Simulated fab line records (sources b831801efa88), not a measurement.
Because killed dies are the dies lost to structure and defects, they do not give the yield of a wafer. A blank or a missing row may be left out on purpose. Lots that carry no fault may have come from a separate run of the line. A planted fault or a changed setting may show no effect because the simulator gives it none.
Which tool is to blame?	flow gf180mcu	Sampling: 14 lots, 42 wafers, 3 of 602 route steps

## WHAT EACH GAUGE READ, for each wafer
GF_M4_OVL_MEAS_15. Usual: M4_OVL gives 1 nm (standard deviation 7.3).
lot	measured	on	M4_OVL (nm)	flag
L180	day 23 10:08	overlay-02	5 1 3	
L181	day 23 23:37	overlay-02	1 -2 6	
L182	day 24 03:00	overlay-02	5 8 5	
L183	day 24 07:13	overlay-02	-1 -5 -1	
L186	day 25 09:04	overlay-01	10 10 7	
L187	day 26 01:44	overlay-01	-12 2 -5	
L189	day 26 08:35	overlay-02	1 -3 3	
L190	day 27 00:11	overlay-01	-1 0 -13	
L191	day 27 03:03	overlay-01	7 -7 9	
L192	day 27 20:22	overlay-01	-3 3 -1	
L193	day 27 20:41	overlay-01	8 11 9	
L194	day 28 00:16	overlay-02	3 0 7	
L202	day 30 11:57	overlay-02	4 9 5	
L203	day 30 14:56	overlay-01	3 1 0	

GF_TOP_METAL_OVL_MEAS_15. Usual: TOP_METAL_OVL gives 0.5 nm (standard deviation 1.1).
lot	measured	on	TOP_METAL_OVL (nm)	flag
L180	day 28 02:21	overlay-01	0.9 0.8 1.6	
L181	day 28 13:03	overlay-02	0.2 -0.6 0.5	
L182	day 28 17:13	overlay-01	1.5 1.5 1.5	
L183	day 28 21:18	overlay-02	1.0 2.4 -0.1	
L186	day 29 20:30	overlay-01	2.3 0.7 1.0	
L187	day 30 11:24	overlay-01	1.8 3.5 2.0	
L189	day 30 16:11	overlay-01	-0.8 0.0 -0.7	
L190	day 31 06:33	overlay-02	0.7 0.8 -1.2	
L191	day 31 08:42	overlay-02	-0.2 0.5 -0.4	
L192	day 31 22:58	overlay-01	-1.3 -0.5 0.8	
L193	day 32 00:14	overlay-02	0.3 -0.7 0.3	
L194	day 32 03:05	overlay-02	2.1 0.7 0.3	
L202	day 34 04:53	overlay-02	-1.0 -0.2 -1.6	
L203	day 34 07:54	overlay-01	1.3 0.8 2.7	

## WHICH TOOL RAN EACH LOT (tool, then ch and the chambers of the sampled wafers, then the start)
lot	GF_PSD_CLEAN_12
L180	wet-bench-03 ch 3, day 14 06:50
L181	wet-bench-03 ch 0, day 14 18:52
L182	wet-bench-02 ch 3, day 14 21:08
L183	wet-bench-03 ch 1, day 15 00:05
L186	wet-bench-02 ch 0, day 16 02:32
L187	wet-bench-02 ch 2, day 16 20:17
L189	wet-bench-02 ch 3, day 17 04:14
L190	wet-bench-02 ch 1, day 17 21:38
L191	wet-bench-02 ch 2, day 18 02:11
L192	wet-bench-03 ch 1, day 18 21:10
L193	wet-bench-02 ch 1, day 18 22:28
L194	wet-bench-03 ch 1, day 19 02:26
L202	wet-bench-02 ch 2, day 22 03:20
L203	wet-bench-03 ch 1, day 22 07:08
- GF_PSD_CLEAN_12: cleans in SC1/SC2, time 150 s.

## AS READ BY THE TOOLS THEMSELVES (means over the sampled wafers that have a number; for cases with no such wafer, the mark the record gives instead)
The record holds no such reading with a usual standard deviation.

## THE ANSWER, worked out from the rows above alone
Rule: a lot is off if the mean of its wafers that have a number lies more than 3 standard deviations from the usual mean. A lot without any number at a reading at which 4 lots or more have one is off too. Any other lot the step has rows for is counted as sound. After the gauges, taken in route order, come the tools' own readings; for these a lot's mean is taken, as printed above. At the first step where some lot is off, the reading lying furthest off is the one used; lots without a number count as furthest.
No lot is off on any of the readings shown, so nothing can be concluded from this.

## WHAT WAS PUT IN BY THE SIMULATOR
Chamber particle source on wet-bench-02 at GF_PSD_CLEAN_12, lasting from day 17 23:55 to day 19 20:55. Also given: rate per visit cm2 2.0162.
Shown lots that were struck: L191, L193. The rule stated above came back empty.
